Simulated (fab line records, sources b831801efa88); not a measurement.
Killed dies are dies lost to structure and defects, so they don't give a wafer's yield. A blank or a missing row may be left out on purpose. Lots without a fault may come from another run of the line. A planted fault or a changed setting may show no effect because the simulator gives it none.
Which tool did it? | flow sky130 | 14 lots, 42 wafers sampled, at 4 steps of a route of 708

WHAT THE GAUGES READ, wafer by wafer
SKY_POLY_GATE_CD_MEAS_13: target cd 150 nm.
lot  | measured     | on        | cd_nm (nm)
L371 | day 19 06:34 | cd_sem-01 | 150.4 148.6 150.4
L373 | day 19 10:07 | cd_sem-01 | 148.2 147.4 148.3
L376 | day 20 17:24 | cd_sem-02 | 149.9 149.9 149.5
L377 | day 20 21:26 | cd_sem-02 | 149.5 152.1 150.4
L378 | day 21 06:14 | cd_sem-01 | 150.5 151.1 149.7
L379 | day 21 14:59 | cd_sem-02 | 152.1 152.3 151.6
L380 | day 21 21:22 | cd_sem-02 | 148.2 148.8 146.9
L381 | day 22 08:33 | cd_sem-01 | 147.4 146.7 148.9
L382 | day 22 17:09 | cd_sem-01 | 150.0 150.6 149.9
L383 | day 23 03:18 | cd_sem-02 | 149.6 148.8 149.3
L384 | day 23 11:38 | cd_sem-01 | 147.9 147.7 148.0
L385 | day 23 18:42 | cd_sem-02 | 151.1 150.5 150.0
L386 | day 24 07:49 | cd_sem-01 | 149.7 149.5 148.5
L388 | day 24 18:27 | cd_sem-01 | 150.6 151.7 150.9

SKY_LDD_N_TW_MEAS_17.
lot  | measured     | on            | LDD_N_TW
L371 | day 20 15:34 | film_metro-01 | 2574 2559 2577
L373 | day 20 20:01 | film_metro-04 | 2524 2530 2533
L376 | day 22 04:14 | film_metro-03 | 2554 2561 2558
L377 | day 22 07:29 | film_metro-04 | 2537 2546 2528
L378 | day 22 16:20 | film_metro-03 | 2553 2562 2550
L379 | day 23 00:57 | film_metro-03 | 2588 2581 2584
L380 | day 23 07:35 | film_metro-03 | 2573 2587 2584
L381 | day 23 18:17 | film_metro-04 | 2551 2536 2544
L382 | day 24 03:14 | film_metro-03 | 2585 2576 2580
L383 | day 24 12:08 | film_metro-04 | 2544 2541 2546
L384 | day 24 20:32 | film_metro-04 | 2559 2551 2553
L385 | day 25 03:02 | film_metro-03 | 2579 2570 2578
L386 | day 25 16:17 | film_metro-04 | 2544 2542 2554
L388 | day 26 01:56 | film_metro-01 | 2586 2574 2576

SKY_SPACER_THK_MEAS_01.
lot  | measured     | on            | SPACER_CVD_00_THK (nm)
L371 | day 25 18:11 | film_metro-03 | 45.6 45.1 45.4
L373 | day 25 21:37 | film_metro-03 | 45.7 45.6 45.6
L376 | day 27 04:49 | film_metro-02 | 42.2 42.6 42.1
L377 | day 27 08:12 | film_metro-02 | 42.4 42.6 42.8
L378 | day 27 15:32 | film_metro-01 | 42.5 42.6 42.6
L379 | day 27 23:41 | film_metro-02 | 42.4 42.6 42.8
L380 | day 28 05:29 | film_metro-02 | 42.5 42.6 42.8
L381 | day 28 15:31 | film_metro-02 | 42.5 42.9 42.4
L382 | day 29 01:25 | film_metro-01 | 43.1 42.9 43.2
L383 | day 29 08:29 | film_metro-02 | 42.5 42.5 42.6
L384 | day 29 16:03 | film_metro-01 | 42.9 43.4 43.2
L385 | day 29 23:23 | film_metro-02 | 42.9 42.9 42.7
L386 | day 30 12:43 | film_metro-02 | 42.4 42.4 42.6
L388 | day 30 20:36 | film_metro-02 | 43.7 43.6 43.6

WHICH TOOL RAN EACH LOT (tool, then ch and the chambers of the sampled wafers, then the start)
lot  | SKY_POLY_GATE_ETCH_16
L371 | rie_diel-04 ch 1,2, day 19 06:44
L373 | rie_diel-01 ch 1,2, day 19 10:17
L376 | rie_diel-04 ch 0,2,3, day 20 17:38
L377 | rie_diel-03 ch 0,3, day 20 21:41
L378 | rie_diel-01 ch 1,3, day 21 06:29
L379 | rie_diel-01 ch 1,2,3, day 21 15:11
L380 | rie_diel-01 ch 1,2, day 21 21:35
L381 | rie_diel-01 ch 1,2,3, day 22 08:47
L382 | rie_diel-04 ch 0,1,2, day 22 17:23
L383 | rie_diel-01 ch 1,2,3, day 23 03:32
L384 | rie_diel-01 ch 0,2, day 23 11:53
L385 | rie_diel-03 ch 1,2,3, day 23 18:56
L386 | rie_diel-04 ch 0,2,3, day 24 08:02
L388 | rie_diel-01 ch 0,2,3, day 24 18:41
- SKY_POLY_GATE_ETCH_16: etches Si3N4 in CH3F/O2, stops on poly-Si, time 147.5 s, target depth 75 nm.

WHAT THE TOOLS THEMSELVES READ (means of the sampled wafers that have a number; where no wafer has one, the mark that the record gives instead)
SKY_POLY_GATE_ETCH_16.
lot  | tool        | drypump_motor_current_A (A) | oes_product_au (a.u.) | throttle_valve_pct (%)
L371 | rie_diel-04 | 5.7                         | 0.646                 | 10.536
L373 | rie_diel-01 | 6.0                         | 0.634                 | 10.533
L376 | rie_diel-04 | 5.9                         | 0.647                 | 10.537
L377 | rie_diel-03 | 6.2                         | 0.637                 | 10.533
L378 | rie_diel-01 | 5.7                         | 0.638                 | 10.527
L379 | rie_diel-01 | 5.6                         | 0.640                 | 10.538
L380 | rie_diel-01 | 5.9                         | 0.640                 | 10.532
L381 | rie_diel-01 | 5.6                         | 0.638                 | 10.525
L382 | rie_diel-04 | 5.7                         | 0.641                 | 10.539
L383 | rie_diel-01 | 5.6                         | 0.639                 | 10.524
L384 | rie_diel-01 | 6.0                         | 0.639                 | 10.538
L385 | rie_diel-03 | 6.2                         | 0.635                 | 10.535
L386 | rie_diel-04 | 5.9                         | 0.643                 | 10.535
L388 | rie_diel-01 | 5.7                         | 0.645                 | 10.532

THE ANSWER, worked out from the rows above alone
Rule: what is usual is taken from the lots themselves. Put in order of their means at a reading, lots are off if they are a third of the lots or fewer, leave a main group of 4 or more, and stand apart from it by a gap of 3 or more times the standard deviation of the main group's means; of several such gaps the widest counts. A main group whose means are all the same, to the digits that the tables above print for the reading, isn't used. A lot without any number at a reading at which 4 lots or more have one is off too. The other lots that the step has rows for count as sound. The gauges are gone through in route order, then the tools' own readings, and for those a lot's mean is taken as printed above. The first step at which some lot is off is used, and at that step the reading that is off furthest; a lot without a number counts as furthest.
Off: L371, L373, at SKY_SPACER_THK_MEAS_01 (SPACER_CVD_00_THK). The main group: mean 42.8 nm, standard deviation 0.35.
A tool fits if, at a process step before that reading, it ran every lot that is off, and no sound lot after the first of them. The gauges at SKY_SPACER_THK_MEAS_01 are tried like those tools. One fits: film_metro-03 at SKY_SPACER_THK_MEAS_01. It ran no sound lot before its first lot that is off in this sample, so the start can't be narrowed down.

WHAT THE SIMULATOR HAD PUT IN
Metrology matching offset: film_metro-03, from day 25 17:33 on, at SKY_SPACER_THK_MEAS_01. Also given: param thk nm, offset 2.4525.
Lots struck among those shown: L371, L373. The rule above found the same.
